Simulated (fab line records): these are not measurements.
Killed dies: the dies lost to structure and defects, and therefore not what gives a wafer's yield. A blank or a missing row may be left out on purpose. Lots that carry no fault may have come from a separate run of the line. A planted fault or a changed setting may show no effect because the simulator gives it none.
What tool caused it? / flow gf180mcu / 30 wafers from 10 lots sampled at 6 of the route's 602 steps

WHAT THE GAUGES READ, wafer by wafer
GF_HV_LDD_TW_MEAS_23.
lot=L363; measured=day 11 18:58; on=film-metro-01; HV_LDD_2_TW=30 30 30
lot=L364; measured=day 12 02:51; on=film-metro-04; HV_LDD_2_TW=30 30 30
lot=L369; measured=day 13 15:19; on=film-metro-01; HV_LDD_2_TW=1051 1053 1053
lot=L371; measured=day 14 09:49; on=film-metro-04; HV_LDD_2_TW=1066 1059 1058
lot=L372; measured=day 14 13:11; on=film-metro-04; HV_LDD_2_TW=1062 1066 1063
lot=L376; measured=day 15 17:18; on=film-metro-04; HV_LDD_2_TW=1063 1066 1057
lot=L377; measured=day 16 01:38; on=film-metro-01; HV_LDD_2_TW=1051 1057 1056
lot=L380; measured=day 17 04:50; on=film-metro-04; HV_LDD_2_TW=1067 1066 1065
lot=L381; measured=day 17 10:38; on=film-metro-04; HV_LDD_2_TW=1063 1059 1062
lot=L382; measured=day 17 14:46; on=film-metro-04; HV_LDD_2_TW=1056 1062 1060

WHAT TOOL EACH LOT RAN ON (gives the tool, then ch and the chambers of the sampled wafers, and finally the start)
lot=L363; GF_VT_IMPLANT_RTA_45=rtp-anneal-01 ch 0, day 8 09:46; GF_DUAL_GATE_STRIP_13=plasma-asher-02 ch 0,1, day 9 05:01; GF_POLY_GATE_ETCH_13=rie-si-02 ch 2,3, day 10 04:26; GF_HV_LDD_STRIP_10=plasma-asher-04 ch 0,1, day 11 00:40; GF_HV_LDD_STRIP_22=plasma-asher-02 ch 0,1, day 11 18:52
lot=L364; GF_VT_IMPLANT_RTA_45=rtp-anneal-02 ch 0, day 8 17:13; GF_DUAL_GATE_STRIP_13=plasma-asher-02 ch 0,1, day 9 14:29; GF_POLY_GATE_ETCH_13=rie-si-01 ch 0,3, day 10 11:50; GF_HV_LDD_STRIP_10=plasma-asher-04 ch 0,1, day 11 08:16; GF_HV_LDD_STRIP_22=plasma-asher-02 ch 0,1, day 12 02:46
lot=L369; GF_VT_IMPLANT_RTA_45=rtp-anneal-02 ch 0, day 10 03:28; GF_DUAL_GATE_STRIP_13=plasma-asher-01 ch 0,1, day 10 23:47; GF_POLY_GATE_ETCH_13=rie-si-02 ch 0,1,2, day 11 21:23; GF_HV_LDD_STRIP_10=plasma-asher-03 ch 0,1, day 12 19:28; GF_HV_LDD_STRIP_22=plasma-asher-04 ch 0,1, day 13 15:13
lot=L371; GF_VT_IMPLANT_RTA_45=rtp-anneal-02 ch 0, day 10 16:12; GF_DUAL_GATE_STRIP_13=plasma-asher-01 ch 1, day 11 14:04; GF_POLY_GATE_ETCH_13=rie-si-01 ch 1,2,3, day 12 15:23; GF_HV_LDD_STRIP_10=plasma-asher-04 ch 0,1, day 13 12:56; GF_HV_LDD_STRIP_22=plasma-asher-03 ch 0,1, day 14 09:42
lot=L372; GF_VT_IMPLANT_RTA_45=rtp-anneal-02 ch 0, day 10 21:37; GF_DUAL_GATE_STRIP_13=plasma-asher-01 ch 0,1, day 11 18:21; GF_POLY_GATE_ETCH_13=rie-si-01 ch 1,2,3, day 12 18:29; GF_HV_LDD_STRIP_10=plasma-asher-04 ch 0,1, day 13 15:50; GF_HV_LDD_STRIP_22=plasma-asher-02 ch 0,1, day 14 13:05
lot=L376; GF_VT_IMPLANT_RTA_45=rtp-anneal-02 ch 0, day 12 00:03; GF_DUAL_GATE_STRIP_13=plasma-asher-02 ch 0,1, day 12 21:59; GF_POLY_GATE_ETCH_13=rie-si-02 ch 1,2,3, day 13 21:14; GF_HV_LDD_STRIP_10=plasma-asher-03 ch 0,1, day 14 19:58; GF_HV_LDD_STRIP_22=plasma-asher-02 ch 0,1, day 15 17:13
lot=L377; GF_VT_IMPLANT_RTA_45=rtp-anneal-01 ch 0, day 12 06:29; GF_DUAL_GATE_STRIP_13=plasma-asher-01 ch 0,1, day 13 04:12; GF_POLY_GATE_ETCH_13=rie-si-01 ch 0,1, day 14 04:41; GF_HV_LDD_STRIP_10=plasma-asher-03 ch 0,1, day 15 02:59; GF_HV_LDD_STRIP_22=plasma-asher-02 ch 0, day 16 01:32
lot=L380; GF_VT_IMPLANT_RTA_45=rtp-anneal-02 ch 0, day 13 05:28; GF_DUAL_GATE_STRIP_13=plasma-asher-04 ch 0,1, day 14 05:16; GF_POLY_GATE_ETCH_13=rie-si-01 ch 0,1,2, day 15 06:05; GF_HV_LDD_STRIP_10=plasma-asher-04 ch 0,1, day 16 05:38; GF_HV_LDD_STRIP_22=plasma-asher-03 ch 0,1, day 17 04:44
lot=L381; GF_VT_IMPLANT_RTA_45=rtp-anneal-02 ch 0, day 13 12:08; GF_DUAL_GATE_STRIP_13=plasma-asher-04 ch 0,1, day 14 11:24; GF_POLY_GATE_ETCH_13=rie-si-01 ch 0,2,3, day 15 12:11; GF_HV_LDD_STRIP_10=plasma-asher-04 ch 0,1, day 16 12:14; GF_HV_LDD_STRIP_22=plasma-asher-03 ch 0,1, day 17 10:32
lot=L382; GF_VT_IMPLANT_RTA_45=rtp-anneal-02 ch 0, day 13 16:27; GF_DUAL_GATE_STRIP_13=plasma-asher-01 ch 0,1, day 14 15:05; GF_POLY_GATE_ETCH_13=rie-si-01 ch 0,2,3, day 15 15:23; GF_HV_LDD_STRIP_10=plasma-asher-04 ch 0,1, day 16 15:28; GF_HV_LDD_STRIP_22=plasma-asher-04 ch 0,1, day 17 14:40
- GF_VT_IMPLANT_RTA_45: time 30 s.
- GF_DUAL_GATE_STRIP_13: strips in O2/N2.
- GF_POLY_GATE_ETCH_13: etches poly-Si in HBr/Cl2, stops on SiO2, target depth 198.5 nm, time 69.6 s.
- GF_HV_LDD_STRIP_10: strips in O2/N2.
- GF_HV_LDD_STRIP_22: strips in O2/N2.

AS READ BY THE TOOLS THEMSELVES (means over the sampled wafers that have a number; for cases with no such wafer, the mark the record gives instead)
GF_VT_IMPLANT_RTA_45.
lot=L363; tool=rtp-anneal-01; lamp-power-pct (%)=39; wafer_temp_C_max=1056.6
lot=L364; tool=rtp-anneal-02; lamp-power-pct (%)=32; wafer_temp_C_max=1055.3
lot=L369; tool=rtp-anneal-02; lamp-power-pct (%)=32; wafer_temp_C_max=1055.8
lot=L371; tool=rtp-anneal-02; lamp-power-pct (%)=32; wafer_temp_C_max=1056.8
lot=L372; tool=rtp-anneal-02; lamp-power-pct (%)=32; wafer_temp_C_max=1054.9
lot=L376; tool=rtp-anneal-02; lamp-power-pct (%)=32; wafer_temp_C_max=1056.0
lot=L377; tool=rtp-anneal-01; lamp-power-pct (%)=39; wafer_temp_C_max=1058.9
lot=L380; tool=rtp-anneal-02; lamp-power-pct (%)=32; wafer_temp_C_max=1055.4
lot=L381; tool=rtp-anneal-02; lamp-power-pct (%)=32; wafer_temp_C_max=1055.6
lot=L382; tool=rtp-anneal-02; lamp-power-pct (%)=32; wafer_temp_C_max=1056.1

GF_DUAL_GATE_STRIP_13.
lot=L363; tool=plasma-asher-02; chamber-pressure-mTorr (mTorr)=1499.1; drypump-motor-current-A (A)=5.2; heater-power-w (W)=320; oes-product-au (a.u.)=0.718; strip-time-to-endpoint-s (s)=12.64
lot=L364; tool=plasma-asher-02; chamber-pressure-mTorr (mTorr)=1498.9; drypump-motor-current-A (A)=5.2; heater-power-w (W)=316; oes-product-au (a.u.)=0.715; strip-time-to-endpoint-s (s)=12.64
lot=L369; tool=plasma-asher-01; chamber-pressure-mTorr (mTorr)=1500.1; drypump-motor-current-A (A)=5.9; heater-power-w (W)=321; oes-product-au (a.u.)=0.717; strip-time-to-endpoint-s (s)=12.61
lot=L371; tool=plasma-asher-01; chamber-pressure-mTorr (mTorr)=1499.2; drypump-motor-current-A (A)=6.0; heater-power-w (W)=347; oes-product-au (a.u.)=0.714; strip-time-to-endpoint-s (s)=12.64
lot=L372; tool=plasma-asher-01; chamber-pressure-mTorr (mTorr)=1500.7; drypump-motor-current-A (A)=5.9; heater-power-w (W)=335; oes-product-au (a.u.)=0.716; strip-time-to-endpoint-s (s)=12.63
lot=L376; tool=plasma-asher-02; chamber-pressure-mTorr (mTorr)=1500.4; drypump-motor-current-A (A)=5.2; heater-power-w (W)=316; oes-product-au (a.u.)=0.713; strip-time-to-endpoint-s (s)=12.62
lot=L377; tool=plasma-asher-01; chamber-pressure-mTorr (mTorr)=1499.9; drypump-motor-current-A (A)=5.9; heater-power-w (W)=319; oes-product-au (a.u.)=0.715; strip-time-to-endpoint-s (s)=12.61
lot=L380; tool=plasma-asher-04; chamber-pressure-mTorr (mTorr)=1499.9; drypump-motor-current-A (A)=5.3; heater-power-w (W)=357; oes-product-au (a.u.)=0.713; strip-time-to-endpoint-s (s)=12.61
lot=L381; tool=plasma-asher-04; chamber-pressure-mTorr (mTorr)=1498.8; drypump-motor-current-A (A)=5.3; heater-power-w (W)=363; oes-product-au (a.u.)=0.716; strip-time-to-endpoint-s (s)=12.64
lot=L382; tool=plasma-asher-01; chamber-pressure-mTorr (mTorr)=1499.7; drypump-motor-current-A (A)=5.9; heater-power-w (W)=320; oes-product-au (a.u.)=0.718; strip-time-to-endpoint-s (s)=12.64

GF_POLY_GATE_ETCH_13.
lot=L363; tool=rie-si-02; drypump-motor-current-A (A)=5.4; oes-product-au (a.u.)=0.999; throttle-valve-pct (%)=33.686
lot=L364; tool=rie-si-01; drypump-motor-current-A (A)=6.1; oes-product-au (a.u.)=0.998; throttle-valve-pct (%)=33.688
lot=L369; tool=rie-si-02; drypump-motor-current-A (A)=5.6; oes-product-au (a.u.)=0.995; throttle-valve-pct (%)=33.685
lot=L371; tool=rie-si-01; drypump-motor-current-A (A)=5.6; oes-product-au (a.u.)=0.990; throttle-valve-pct (%)=33.684
lot=L372; tool=rie-si-01; drypump-motor-current-A (A)=5.6; oes-product-au (a.u.)=0.987; throttle-valve-pct (%)=33.690
lot=L376; tool=rie-si-02; drypump-motor-current-A (A)=5.7; oes-product-au (a.u.)=0.991; throttle-valve-pct (%)=33.683
lot=L377; tool=rie-si-01; drypump-motor-current-A (A)=5.9; oes-product-au (a.u.)=0.996; throttle-valve-pct (%)=33.686
lot=L380; tool=rie-si-01; drypump-motor-current-A (A)=5.7; oes-product-au (a.u.)=0.988; throttle-valve-pct (%)=33.684
lot=L381; tool=rie-si-01; drypump-motor-current-A (A)=5.9; oes-product-au (a.u.)=0.987; throttle-valve-pct (%)=33.687
lot=L382; tool=rie-si-01; drypump-motor-current-A (A)=5.9; oes-product-au (a.u.)=0.989; throttle-valve-pct (%)=33.687

GF_HV_LDD_STRIP_10.
lot=L363; tool=plasma-asher-04; chamber-pressure-mTorr (mTorr)=-; drypump-motor-current-A (A)=-; heater-power-w (W)=-; oes-product-au (a.u.)=-; strip-time-to-endpoint-s (s)=-
lot=L364; tool=plasma-asher-04; chamber-pressure-mTorr (mTorr)=-; drypump-motor-current-A (A)=-; heater-power-w (W)=-; oes-product-au (a.u.)=-; strip-time-to-endpoint-s (s)=-
lot=L369; tool=plasma-asher-03; chamber-pressure-mTorr (mTorr)=1499.9; drypump-motor-current-A (A)=5.8; heater-power-w (W)=340; oes-product-au (a.u.)=0.716; strip-time-to-endpoint-s (s)=12.60
lot=L371; tool=plasma-asher-04; chamber-pressure-mTorr (mTorr)=1499.8; drypump-motor-current-A (A)=5.3; heater-power-w (W)=358; oes-product-au (a.u.)=0.714; strip-time-to-endpoint-s (s)=12.69
lot=L372; tool=plasma-asher-04; chamber-pressure-mTorr (mTorr)=1498.8; drypump-motor-current-A (A)=5.3; heater-power-w (W)=356; oes-product-au (a.u.)=0.717; strip-time-to-endpoint-s (s)=12.63
lot=L376; tool=plasma-asher-03; chamber-pressure-mTorr (mTorr)=1500.1; drypump-motor-current-A (A)=6.2; heater-power-w (W)=319; oes-product-au (a.u.)=0.712; strip-time-to-endpoint-s (s)=12.65
lot=L377; tool=plasma-asher-03; chamber-pressure-mTorr (mTorr)=1499.0; drypump-motor-current-A (A)=6.1; heater-power-w (W)=320; oes-product-au (a.u.)=0.716; strip-time-to-endpoint-s (s)=12.69
lot=L380; tool=plasma-asher-04; chamber-pressure-mTorr (mTorr)=1500.5; drypump-motor-current-A (A)=5.3; heater-power-w (W)=351; oes-product-au (a.u.)=0.713; strip-time-to-endpoint-s (s)=12.60
lot=L381; tool=plasma-asher-04; chamber-pressure-mTorr (mTorr)=1500.0; drypump-motor-current-A (A)=5.3; heater-power-w (W)=363; oes-product-au (a.u.)=0.719; strip-time-to-endpoint-s (s)=12.61
lot=L382; tool=plasma-asher-04; chamber-pressure-mTorr (mTorr)=1501.7; drypump-motor-current-A (A)=5.3; heater-power-w (W)=354; oes-product-au (a.u.)=0.717; strip-time-to-endpoint-s (s)=12.65

GF_HV_LDD_STRIP_22.
lot=L363; tool=plasma-asher-02; chamber-pressure-mTorr (mTorr)=1499; drypump-motor-current-A (A)=5.2; heater-power-w (W)=324; oes-product-au (a.u.)=0.717; strip-time-to-endpoint-s (s)=27.62
lot=L364; tool=plasma-asher-02; chamber-pressure-mTorr (mTorr)=1501; drypump-motor-current-A (A)=5.2; heater-power-w (W)=320; oes-product-au (a.u.)=0.718; strip-time-to-endpoint-s (s)=27.57
lot=L369; tool=plasma-asher-04; chamber-pressure-mTorr (mTorr)=1499; drypump-motor-current-A (A)=5.3; heater-power-w (W)=357; oes-product-au (a.u.)=0.720; strip-time-to-endpoint-s (s)=12.63
lot=L371; tool=plasma-asher-03; chamber-pressure-mTorr (mTorr)=1499; drypump-motor-current-A (A)=5.8; heater-power-w (W)=350; oes-product-au (a.u.)=0.717; strip-time-to-endpoint-s (s)=12.61
lot=L372; tool=plasma-asher-02; chamber-pressure-mTorr (mTorr)=1500; drypump-motor-current-A (A)=5.2; heater-power-w (W)=317; oes-product-au (a.u.)=0.714; strip-time-to-endpoint-s (s)=12.66
lot=L376; tool=plasma-asher-02; chamber-pressure-mTorr (mTorr)=1500; drypump-motor-current-A (A)=5.2; heater-power-w (W)=325; oes-product-au (a.u.)=0.719; strip-time-to-endpoint-s (s)=12.60
lot=L377; tool=plasma-asher-02; chamber-pressure-mTorr (mTorr)=1500; drypump-motor-current-A (A)=5.2; heater-power-w (W)=333; oes-product-au (a.u.)=0.717; strip-time-to-endpoint-s (s)=12.57
lot=L380; tool=plasma-asher-03; chamber-pressure-mTorr (mTorr)=1499; drypump-motor-current-A (A)=6.2; heater-power-w (W)=323; oes-product-au (a.u.)=0.718; strip-time-to-endpoint-s (s)=12.62
lot=L381; tool=plasma-asher-03; chamber-pressure-mTorr (mTorr)=1501; drypump-motor-current-A (A)=6.2; heater-power-w (W)=326; oes-product-au (a.u.)=0.718; strip-time-to-endpoint-s (s)=12.59
lot=L382; tool=plasma-asher-04; chamber-pressure-mTorr (mTorr)=1500; drypump-motor-current-A (A)=5.4; heater-power-w (W)=369; oes-product-au (a.u.)=0.717; strip-time-to-endpoint-s (s)=12.67

THE ANSWER, worked out from the rows above alone
Rule: the usual values come from the lots themselves. The widest of any qualifying gaps counts: lots, ordered by their means at a reading, are off when they make up no more than a third of the lots, leave a main group of 4 or more, and stand apart from it by 3 or more times the standard deviation of that group's means. A main group is skipped when, at the precision printed for the reading in the tables above, its means are all equal. Also off: a lot with no number at a reading for which 4 or more lots have one. Where the step has rows for the other lots, those lots are counted as sound. First the gauges in route order, then the tools' own readings, where a lot's mean is used as printed above. The first step at which some lot is off is used, and at that step the reading that is off furthest; a lot without a number counts as furthest.
Off: at GF_HV_LDD_TW_MEAS_23 (HV_LDD_2_TW), L363, L364. For the main group the mean is 1060 and the standard deviation 4.2.
A tool fits if, at a process step before that reading, it ran every lot that is off, and no sound lot after the first of them. Not tried: the gauges at GF_HV_LDD_TW_MEAS_23; whatever is off there is also off at GF_HV_LDD_STRIP_10, on other tools, and gauge error can't account for it. No candidate that was tried fits.

WHAT HAD BEEN PUT IN BY THE SIMULATOR
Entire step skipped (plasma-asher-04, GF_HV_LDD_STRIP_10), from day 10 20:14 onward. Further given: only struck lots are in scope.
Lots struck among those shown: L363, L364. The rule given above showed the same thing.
